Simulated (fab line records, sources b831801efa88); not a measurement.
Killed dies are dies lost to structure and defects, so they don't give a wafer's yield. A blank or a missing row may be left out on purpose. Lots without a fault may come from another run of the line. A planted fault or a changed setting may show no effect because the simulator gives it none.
Problem report in the 8D (eight disciplines) form, filled by code | flow sky130 | the parts of the form that need people (team, actions taken, sign-off) are left out

1. THE PROBLEM
oes_product_au at SKY_LI_CONTACT_ETCH_15 reads a mean of 0.758 a.u. on 2 wafers of 2 lots; wafers without a fault read 0.836 a.u. with a standard deviation of 0.0047. That is -17 standard deviations from the usual mean.
The step: etches PSG in C4F8/O2/Ar, stops on Si, target depth 600 nm.
First seen on wafer L860.5, day 34 12:50, on rie_diel-02. The record holds 37 wafers of 13 lots with a number at this step. Rule for "out", or "out of limits": more than 4 standard deviations from the usual mean. The other wafers with a number count as sound.

2. WHAT IT IS AND WHAT IT IS NOT
question                    | is                       | is not
which readings at this step | oes_product_au           | -
which lots                  | L860, L861               | L844, L845, L846, L848, L849, L850, L853, L854, L855, L857, L858
which wafers of those lots  | L860.5, L861.3           | L860.2, L861.6
read on which tools         | rie_diel-01, rie_diel-02 | rie_diel-03
when                        | from day 34 12:50        | up to then (34 sound wafers); but 1 sound wafer of L861 came after

3. SUSPECTS, AND WHAT RULES EACH OUT
Counting: a tool at a process step up to the reading stays a suspect if it ran every lot that is out. Sound lots after the first of them don't rule it out here, since some wafers of a struck lot are sound.
- cmp-01 at SKY_LI_CONTACT_CMP_02 (polishes PSG): kept. It ran every lot that is out, first L860 (day 33 09:33); its last sound lot up to then is L855 (day 31 17:32).
Left after counting: cmp-01 at SKY_LI_CONTACT_CMP_02.

4. THE CAUSE (what the simulator had put in)
Process parameter drift: cmp-01, from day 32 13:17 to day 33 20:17, at SKY_LI_CONTACT_CMP_02. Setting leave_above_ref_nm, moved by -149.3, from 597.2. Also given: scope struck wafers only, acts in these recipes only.
Counting left only this tool.

5. THE CHAIN OF EFFECTS, in route order
Each row: a reading whose mean over the struck wafers that have a number lies more than 3 standard deviations from the usual. Only readings for which the record gives a usual standard deviation are gone through. hours: the time from each lot's start at the first step in this table that gives one to its start at this step, as a median over the lots. sigmas: the change in usual standard deviations.
hours | step                   | reading            | usual      | on struck wafers | change | sigmas
0     | SKY_LI_CONTACT_CMP_02  | time_to_endpoint_s | 32.5 s     | 41.5             | +9.0   | +3.2
27    | SKY_LI_CONTACT_ETCH_15 | oes_product_au     | 0.836 a.u. | 0.758            | -0.078 | -17
The process steps in it:
- SKY_LI_CONTACT_CMP_02: polishes PSG.
- SKY_LI_CONTACT_ETCH_15: etches PSG in C4F8/O2/Ar, stops on Si, target depth 600 nm.

6. WHAT WOULD HAVE CAUGHT IT SOONER
In this record the first reading out of limits was taken at day 34 12:50, 48 hours after the fault began at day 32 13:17.
Of the tool readings at SKY_LI_CONTACT_CMP_02 for which the record gives a usual standard deviation, none was out on any struck wafer, so an alarm limit of 4 standard deviations on them would not have fired.
All the lots that are out (2) had begun SKY_LI_CONTACT_CMP_02 on cmp-01 by day 34 12:50. A hold on the tool at that time would have spared none of them.
